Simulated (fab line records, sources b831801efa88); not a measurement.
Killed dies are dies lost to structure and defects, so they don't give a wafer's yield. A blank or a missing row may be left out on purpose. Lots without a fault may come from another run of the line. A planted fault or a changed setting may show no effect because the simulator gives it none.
fab line records | flow sky130 | part 1 of 2: steps 1 to 42 of 43
record lots=6 wafers=18 last_day=50
route steps=708 shown VIA3@593 METAL4@598 CAP2M@603 PAD_OPEN@708
lots that met no fault: from a run of the same line without faults
start_h: hours from the record's first day to the start of the lot's first wafer shown | wait_h: hours since the lot's step before | " the same as in the row above | L1.1+2: a row that stands for several wafers | - no value, or no start given | * or withheld: withheld | < > ~ a bound
route shown NAME@n: a module of which the file shows steps, and the number in the route of the first | usual: mean/standard deviation of fault-free wafers | same: alike in all rows | chamber/n: place in a boat | sites: the reading at each site | _std_site: their standard deviation | _edge_site: outer sites' mean less inner sites' | radius_mm: how far each site lies from the wafer's centre | mask NAME#n: copy n | behind: the tool/chamber that last shaped the wafer | hold: why the lot was held/for how many hours/how that ended | device: the transistor (n, p or np) that didn't switch | end of line: the same wafers' tests at the end of the route | a step without rows: its recipe alone | killed: dies lost to structure and defects at the first sort, not the wafer's yield | map: a wafer's dies, x killed, . not, _ none there
set.NAME: the setting as run; set.NAME@STEP: as run at that earlier step | model.NAME: the simulator's own value behind a step, which no gauge read
lots at some steps of the route; a table a step, a row a wafer
services: from which hour (start_h, from the record's first day; less than 0 if before it) a tool's chamber was out of use, for how many hours, and why
## steps
# step SKY_VIA3_SPUTTER_20
# recipe material=TiN target_thk_nm=20 chamber_pressure_pa=5 power_w=4000 time_s=80
# usual throttle_valve_pct=30.0/1
# columns lot.wafer tool chamber start_h wait_h throttle_valve_pct
L890.1 pvd_sputter-04 - 916.87 0.0 28.4
L890.5 " - " " 32.4
L890.6 " - " " 28.2
L894.1 pvd_sputter-01 - 958.29 0.0 28.5
L894.4 " - " " 29.4
L894.6 " - " " 28.5
L901.2 pvd_sputter-03 - 1005.58 0.0 29.0
L901.5 " - " " 30.7
L901.6 " - " " 30.8
L902.1 pvd_sputter-04 - 1016.45 0.0 28.2
L902.4 " - " " 32.0
L902.6 " - " " 29.6
L905.1 pvd_sputter-03 - 1038.12 0.0 30.7
L905.3 " - " " 30.9
L905.4 " - " " 31.0
L911.1 pvd_sputter-04 - 1069.55 0.0 29.4
L911.2 " - " " 32.1
L911.4 " - " " 27.8
# step SKY_VIA3_CVD_21
# recipe material=W target_thk_nm=390 time_s=117.31 temp_c=400 pressure_torr=40
# step SKY_VIA3_RS_MEAS_22
# recipe thk_meas_gauge=four-point-probe reads=W_of_VIA3_CVD_21+TiN_of_VIA3_SPUTTER_20
# usual VIA3_W_RS=0.294/0.0034
# columns lot.wafer tool chamber start_h wait_h VIA3_W_RS[ohm/sq]
L890.1 film_metro-03 - 917.06 0.1 0.295
L890.5 " - " " 0.294
L890.6 " - " " 0.294
L894.1 film_metro-03 - 958.47 0.1 0.291
L894.4 " - " " 0.291
L894.6 " - " " 0.294
L901.2 film_metro-04 - 1005.78 0.1 0.291
L901.5 " - " " 0.292
L901.6 " - " " 0.293
L902.1 film_metro-03 - 1016.64 0.1 0.294
L902.4 " - " " 0.290
L902.6 " - " " 0.290
L905.1 film_metro-04 - 1038.31 0.1 0.288
L905.3 " - " " 0.289
L905.4 " - " " 0.283
L911.1 film_metro-03 - 1069.73 0.1 0.291
L911.2 " - " " 0.292
L911.4 " - " " 0.290
# step SKY_VIA3_THK_MEAS_23
# recipe thk_meas_gauge=xrf reads=W_of_VIA3_CVD_21
# usual VIA3_W_THK=391/6.6
# columns lot.wafer tool chamber start_h wait_h VIA3_W_THK[nm]
L890.1 film_metro-03 - 917.18 0.1 388
L890.5 " - " " 391
L890.6 " - " " 392
L894.1 film_metro-03 - 958.59 0.1 405
L894.4 " - " " 401
L894.6 " - " " 401
L901.2 film_metro-04 - 1005.89 0.1 388
L901.5 " - " " 387
L901.6 " - " " 385
L902.1 film_metro-03 - 1016.76 0.1 392
L902.4 " - " " 398
L902.6 " - " " 394
L905.1 film_metro-04 - 1038.43 0.1 390
L905.3 " - " " 390
L905.4 " - " " 395
L911.1 film_metro-03 - 1069.85 0.1 394
L911.2 " - " " 399
L911.4 " - " " 397
# step SKY_VIA3_CMP_24
# recipe stop_on=SiO2 t_overpolish_s=20 down_force_psi=3.5 platen_rpm=60 target_thk_nm=0 pad_velocity_m_s=0.94248
# usual motor_current_A=11.8/1.5 overpolish_run_s=20.001/0.0093 time_to_endpoint_s=93/5.1
# columns lot.wafer tool chamber start_h wait_h motor_current_A overpolish_run_s time_to_endpoint_s
L890.1 cmp-02 3 917.29 0.1 12.5 20.002 94
L890.5 " 2 " " 12.2 20.004 100
L890.6 " 3 " " 11.5 19.994 94
L894.4 cmp-01 1 958.75 0.1 10.9 20.017 90
L894.1 " 2 " " 11.0 20.004 91
L894.6 " 3 " " 14.7 20.006 90
L901.2 cmp-01 2 1006.04 0.1 10.5 20.001 95
L901.5 " 0 " " 10.6 20.008 83
L901.6 " 1 " " 10.5 20.005 89
L902.1 cmp-01 3 1016.82 0.1 14.4 19.985 91
L902.4 " 1 " " 10.6 20.003 93
L902.6 " 0 " " 11.2 20.009 85
L905.3 cmp-02 3 1038.49 0.0 12.2 19.984 91
L905.4 " 0 " " 11.4 19.990 100
L905.1 " 2 " " 12.3 20.015 99
L911.2 cmp-01 2 1069.91 0.0 10.7 19.991 93
L911.1 " 3 " " 15.1 20.001 92
L911.4 " 0 " " 11.0 19.999 85
# step SKY_METAL4_SPUTTER_00
# recipe material=Ti target_thk_nm=15 power_w=3000 time_s=10 chamber_pressure_pa=0.4
# step SKY_METAL4_SPUTTER_01
# recipe material=TiN target_thk_nm=20 power_w=6500 time_s=16.7 chamber_pressure_pa=0.392
# usual throttle_valve_pct=29.9/0.82
# columns lot.wafer tool chamber start_h wait_h throttle_valve_pct
L890.1 pvd_sputter-01 - 917.56 0.0 28.5
L890.5 " - " " 28.4
L890.6 " - " " 29.5
L894.1 pvd_sputter-02 - 958.97 0.0 30.0
L894.4 " - " " 29.0
L894.6 " - " " 29.6
L901.2 pvd_sputter-02 - 1006.26 0.0 28.9
L901.5 " - " " 29.7
L901.6 " - " " 30.7
L902.1 pvd_sputter-02 - 1017.14 0.0 30.8
L902.4 " - " " 30.4
L902.6 " - " " 29.8
L905.1 pvd_sputter-01 - 1038.81 0.0 28.6
L905.3 " - " " 30.3
L905.4 " - " " 29.2
L911.1 pvd_sputter-03 - 1070.24 0.0 28.8
L911.2 " - " " 31.0
L911.4 " - " " 30.9
# step SKY_METAL4_SPUTTER_02
# recipe material=AlCu target_thk_nm=735 power_w=10600 time_s=39.1 chamber_pressure_pa=0.4
# step SKY_METAL4_SPUTTER_03
# recipe material=Ti target_thk_nm=5 power_w=3000 time_s=3.3 chamber_pressure_pa=0.4
# usual throttle_valve_pct=29.9/0.83
# columns lot.wafer tool chamber start_h wait_h throttle_valve_pct
L890.1 pvd_sputter-01 - 917.62 0.0 28.4
L890.5 " - " " 28.3
L890.6 " - " " 29.4
L894.1 pvd_sputter-02 - 959.04 0.0 29.7
L894.4 " - " " 29.2
L894.6 " - " " 29.5
L901.2 pvd_sputter-02 - 1006.33 0.0 29.1
L901.5 " - " " 29.9
L901.6 " - " " 30.7
L902.1 pvd_sputter-02 - 1017.20 0.0 30.6
L902.4 " - " " 30.6
L902.6 " - " " 30.0
L905.1 pvd_sputter-01 - 1038.87 0.0 28.6
L905.3 " - " " 30.7
L905.4 " - " " 29.2
L911.1 pvd_sputter-03 - 1070.30 0.0 28.9
L911.2 " - " " 30.9
L911.4 " - " " 30.7
# step SKY_METAL4_SPUTTER_04
# recipe material=TiN target_thk_nm=70 power_w=6500 time_s=58.3 chamber_pressure_pa=0.4
# step SKY_CAP2M_CVD_00
# recipe material=SiO2 target_thk_nm=15.5 temp_c=400 time_s=withheld rf_w=450
# step SKY_CAP2M_THK_MEAS_01
# recipe reads=SiO2_of_CAP2M_CVD_00
# usual CAP2M_CVD_00_THK=15.47/0.26
# columns lot.wafer tool chamber start_h wait_h CAP2M_CVD_00_THK[nm]
L890.1 film_metro-04 - 917.71 - 15.13
L890.5 " - " " 15.42
L890.6 " - " " 15.50
L894.1 film_metro-01 - 959.13 - 15.36
L894.4 " - " " 15.49
L894.6 " - " " 15.64
L901.2 film_metro-01 - 1006.43 - 15.18
L901.5 " - " " 15.38
L901.6 " - " " 15.80
L902.1 film_metro-01 - 1017.29 - 15.72
L902.4 " - " " 15.84
L902.6 " - " " 15.69
L905.1 film_metro-02 - 1038.96 - 14.81
L905.3 " - " " 14.91
L905.4 " - " " 15.18
L911.1 film_metro-01 - 1070.39 - 15.83
L911.2 " - " " 15.39
L911.4 " - " " 15.78
# step SKY_CAP2M_SPUTTER_02
# recipe material=TiN target_thk_nm=200 temp_c=300 power_w=6500 time_s=166.7 chamber_pressure_pa=0.4
# usual throttle_valve_pct=30.2/1.1
# columns lot.wafer tool chamber start_h wait_h throttle_valve_pct
L890.1 pvd_sputter-04 - 917.77 0.1 29.5
L890.5 " - " " 29.2
L890.6 " - " " 32.2
L894.1 pvd_sputter-04 - 959.19 0.1 29.6
L894.4 " - " " 28.2
L894.6 " - " " 29.3
L901.2 pvd_sputter-03 - 1006.48 0.0 30.6
L901.5 " - " " 28.8
L901.6 " - " " 30.6
L902.1 pvd_sputter-03 - 1017.35 0.1 30.8
L902.4 " - " " 30.6
L902.6 " - " " 30.7
L905.1 pvd_sputter-03 - 1039.02 0.1 30.8
L905.3 " - " " 30.6
L905.4 " - " " 30.7
L911.1 pvd_sputter-02 - 1070.45 0.1 29.9
L911.2 " - " " 29.2
L911.4 " - " " 30.8
# step SKY_CAP2M_RS_MEAS_03
# recipe thk_meas_gauge=four-point-probe reads=TiN_of_CAP2M_SPUTTER_02
# usual CAP2M_TIN_RS=6.90/0.09
# columns lot.wafer tool chamber start_h wait_h CAP2M_TIN_RS[ohm/sq]
L890.1 film_metro-01 - 917.88 0.1 6.95
L890.5 " - " " 6.96
L890.6 " - " " 6.91
L894.1 film_metro-02 - 959.29 0.1 6.96
L894.4 " - " " 6.82
L894.6 " - " " 6.90
L901.2 film_metro-01 - 1006.61 0.1 6.94
L901.5 " - " " 6.89
L901.6 " - " " 6.95
L902.1 film_metro-01 - 1017.47 0.1 6.94
L902.4 " - " " 6.96
L902.6 " - " " 6.85
L905.1 film_metro-01 - 1039.13 0.1 6.82
L905.3 " - " " 6.87
L905.4 " - " " 6.81
L911.1 film_metro-02 - 1070.56 0.1 6.94
L911.2 " - " " 7.09
L911.4 " - " " 7.02
# step SKY_CAP2M_THK_MEAS_04
# recipe thk_meas_gauge=xrf reads=TiN_of_CAP2M_SPUTTER_02
# usual CAP2M_TIN_THK=200.6/2.6
# columns lot.wafer tool chamber start_h wait_h CAP2M_TIN_THK[nm]
L890.1 film_metro-01 - 918.00 0.1 199.7
L890.5 " - " " 198.5
L890.6 " - " " 199.7
L894.1 film_metro-02 - 959.41 0.1 197.7
L894.4 " - " " 202.1
L894.6 " - " " 199.5
L901.2 film_metro-01 - 1006.72 0.1 198.6
L901.5 " - " " 201.2
L901.6 " - " " 198.9
L902.1 film_metro-01 - 1017.59 0.1 199.2
L902.4 " - " " 197.2
L902.6 " - " " 201.7
L905.1 film_metro-01 - 1039.25 0.1 202.5
L905.3 " - " " 201.1
L905.4 " - " " 203.0
L911.1 film_metro-02 - 1070.68 0.1 200.0
L911.2 " - " " 196.2
L911.4 " - " " 198.8
# step SKY_CAP2M_DEHYDRATE_05
# recipe temp_c=200 time_s=60
# step SKY_CAP2M_HMDS_06
# recipe prime_time_s=60 prime_temp_c=120
# step SKY_CAP2M_COAT_07
# recipe resist=NOVOLAK spin_rpm=3000 resist_thk_nm=1140
# step SKY_CAP2M_SOFTBAKE_08
# recipe temp_c=90 time_s=60 resist=NOVOLAK
# step SKY_CAP2M_EXPOSE_09
# recipe mask_id=CAP2M na=0.6 source_shape=conventional sigma_outer=0.6 polarization=unpolarized target_cd_nm=1000 dose_mj=159
# step SKY_CAP2M_PEB_10
# recipe temp_c=withheld time_s=* resist=NOVOLAK
# step SKY_CAP2M_DEVELOP_11
# recipe resist=NOVOLAK developer=TMAH develop_time_s=60 dev_temp_c=23.64
# step SKY_CAP2M_OVL_MEAS_12
# usual CAP2M_OVL=1.5/1.2
# columns lot.wafer tool chamber start_h wait_h CAP2M_OVL[nm]
L890.1 overlay-01 - 943.27 0.1 1.2
L890.5 " - " " 2.6
L890.6 " - " " 0.9
L894.1 overlay-01 - 982.32 0.1 2.8
L894.4 " - " " 0.6
L894.6 " - " " -0.5
L901.2 overlay-02 - 1029.13 0.1 4.1
L901.5 " - " " 3.4
L901.6 " - " " 3.7
L902.1 overlay-01 - 1038.67 0.1 2.7
L902.4 " - " " 2.7
L902.6 " - " " 2.9
L905.1 overlay-02 - 1060.96 0.1 2.0
L905.3 " - " " 1.5
L905.4 " - " " 1.9
L911.1 overlay-01 - 1090.71 0.1 2.9
L911.2 " - " " 3.0
L911.4 " - " " 2.3
# step SKY_CAP2M_METAL_ETCH_13
# recipe target_depth_nm=220 stop_on=SiO2 chemistry=Cl2/BCl3 target=TiN pressure_mtorr=10 icp_w=900 bias_w=48.5 Cl2_flow_sccm=60 bcl3_flow_sccm=30 time_s=62.9
# step SKY_CAP2M_STRIP_14
# recipe chemistry=O2/N2 power_w=1400 pressure_mtorr=1500 platen_temp_c=withheld o2_flow_sccm=3000 n2_flow_sccm=300 overash_fraction=0.5
# step SKY_CAP2M_STRIP_15
# recipe chemistry=post_etch_residue_remover time_s=1200 temp_c=72.5
# step SKY_CAP2M_CLEAN_16
# recipe chemistry=IPA time_s=180 temp_c=25
# step SKY_CAP2M_CLEAN_17
# recipe chemistry=O3/DIW dry=n2_spin
# step SKY_METAL4_DEHYDRATE_05
# recipe temp_c=200 time_s=60
# step SKY_METAL4_HMDS_06
# recipe prime_time_s=60 prime_temp_c=120
# step SKY_METAL4_COAT_07
# recipe resist=BARC temp_c=withheld time_s=withheld spin_rpm=3000 resist_thk_nm=60
# step SKY_METAL4_COAT_08
# recipe resist=KrF-thick spin_rpm=3000 resist_thk_nm=1140
# step SKY_METAL4_SOFTBAKE_09
# recipe temp_c=100 time_s=90 resist=KrF-thick
# step SKY_METAL4_EXPOSE_10
# recipe mask_id=MM4 na=0.68 source_shape=annular sigma_inner=0.4 sigma_outer=0.8 target_cd_nm=300 dose_mj=28
# step SKY_METAL4_PEB_11
# recipe peb_temp_c=withheld peb_time_s=withheld resist=KrF-thick
# step SKY_METAL4_DEVELOP_12
# recipe develop_time_s=60 resist=KrF-thick dev_temp_c=21
# step SKY_METAL4_CD_MEAS_13
# recipe target_cd_nm=300
# usual cd_nm=299.7/1.4
# columns lot.wafer tool chamber start_h wait_h cd_nm
L890.1 cd_sem-01 - 968.31 - 301.2
L890.5 " - " " 300.6
L890.6 " - " " 302.1
L894.1 cd_sem-02 - 1006.41 - 300.0
L894.4 " - " " 299.2
L894.6 " - " " 298.9
L901.2 cd_sem-01 - 1052.08 - 298.1
L901.5 " - " " 299.5
L901.6 " - " " 298.6
L902.1 cd_sem-02 - 1060.78 - 299.4
L902.4 " - " " 300.4
L902.6 " - " " 299.4
L905.1 cd_sem-02 - 1083.27 - 297.0
L905.3 " - " " 297.9
L905.4 " - " " 297.6
L911.1 cd_sem-01 - 1111.62 - 299.1
L911.2 " - " " 299.2
L911.4 " - " " 299.5
# step SKY_METAL4_OVL_MEAS_14
# usual METAL4_OVL=-3/5
# columns lot.wafer tool chamber start_h wait_h METAL4_OVL[nm]
L890.1 overlay-01 - 968.43 0.1 5
L890.5 " - " " 7
L890.6 " - " " -3
L894.1 overlay-02 - 1006.53 0.1 -7
L894.4 " - " " -1
L894.6 " - " " -6
L901.2 overlay-01 - 1052.19 0.1 -2
L901.5 " - " " 7
L901.6 " - " " -3
L902.1 overlay-01 - 1060.90 0.1 -1
L902.4 " - " " -2
L902.6 " - " " -4
L905.1 overlay-02 - 1083.39 0.1 -2
L905.3 " - " " -7
L905.4 " - " " -9
L911.1 overlay-01 - 1111.74 0.1 -1
L911.2 " - " " -2
L911.4 " - " " -6
# step SKY_METAL4_DESCUM_15
# recipe chemistry=O2 source_power_w=150 bias_power_w=0 pressure_mtorr=10 temp_c=40 time_s=8
# step SKY_METAL4_ETCH_16
# recipe chemistry=N2/H2 target=BARC ion_energy_ev=200 bias_w=100 pressure_mtorr=30 n2_flow_sccm=100 h2_flow_sccm=200 icp_w=500 stop_on=SiO2 time_s=91.81 target_depth_a=600
# usual drypump_motor_current_A=5.6/0.35 he_backside_leak_sccm=3.35/0.17 oes_product_au=0.624/0.0042 throttle_valve_pct=13.205/0.0094
# columns lot.wafer tool chamber start_h wait_h drypump_motor_current_A he_backside_leak_sccm oes_product_au rf_hours_counter_h throttle_valve_pct
L890.1 rie_metal-01 0 968.50 0.0 6.1 3.18 0.626 13 13.209
L890.5 " 1 " " 5.1 3.38 0.620 - 13.208
L890.6 " 0 " " 6.1 3.30 0.627 - 13.188
L894.1 rie_metal-01 0 1006.60 0.0 6.0 3.04 0.619 16 13.213
L894.4 " 1 " " 5.1 3.36 0.622 - 13.196
L894.6 " 0 " " 6.1 3.04 0.632 - 13.206
L901.2 rie_metal-04 0 1052.25 0.0 5.8 3.31 0.616 1 13.204
L901.5 " 0 " " 5.8 3.35 0.627 - 13.189
L901.6 " 1 " " 5.2 3.40 0.618 - 13.215
L902.1 rie_metal-04 0 1060.97 0.0 5.8 3.49 0.619 2 13.191
L902.4 " 1 " " 5.2 3.23 0.616 - 13.222
L902.6 " 1 " " 5.2 3.35 0.623 - 13.200
L905.1 rie_metal-01 1 1083.45 0.0 5.2 3.31 0.620 24 13.209
L905.3 " 0 " " 6.0 3.05 0.622 - 13.199
L905.4 " 1 " " 5.1 3.09 0.618 - 13.206
L911.1 rie_metal-01 0 1111.80 0.0 6.1 3.20 0.618 23 13.215
L911.2 " 1 " " 5.1 3.30 0.629 26 13.198
L911.4 " 1 " " 5.1 3.17 0.621 - 13.224
# step SKY_METAL4_ETCH_17
# recipe target=SiO2 stop_on=TiN chemistry=C4F8/O2/Ar source_w=1500 bias_w=1200 pressure_mtorr=40 c4f8_flow_sccm=withheld O2_flow_sccm=6 Ar_flow_sccm=300 time_s=3.9 target_depth_a=150
# step SKY_METAL4_METAL_ETCH_18
# recipe target_depth_a=8450 stop_on=SiO2 over_etch_frac=0.3 time_s=183.1 chemistry=Cl2/BCl3 resist_sidewall_deg=88 pressure_mtorr=10 icp_w=900 bias_w=48.5 Cl2_flow_sccm=60 bcl3_flow_sccm=30
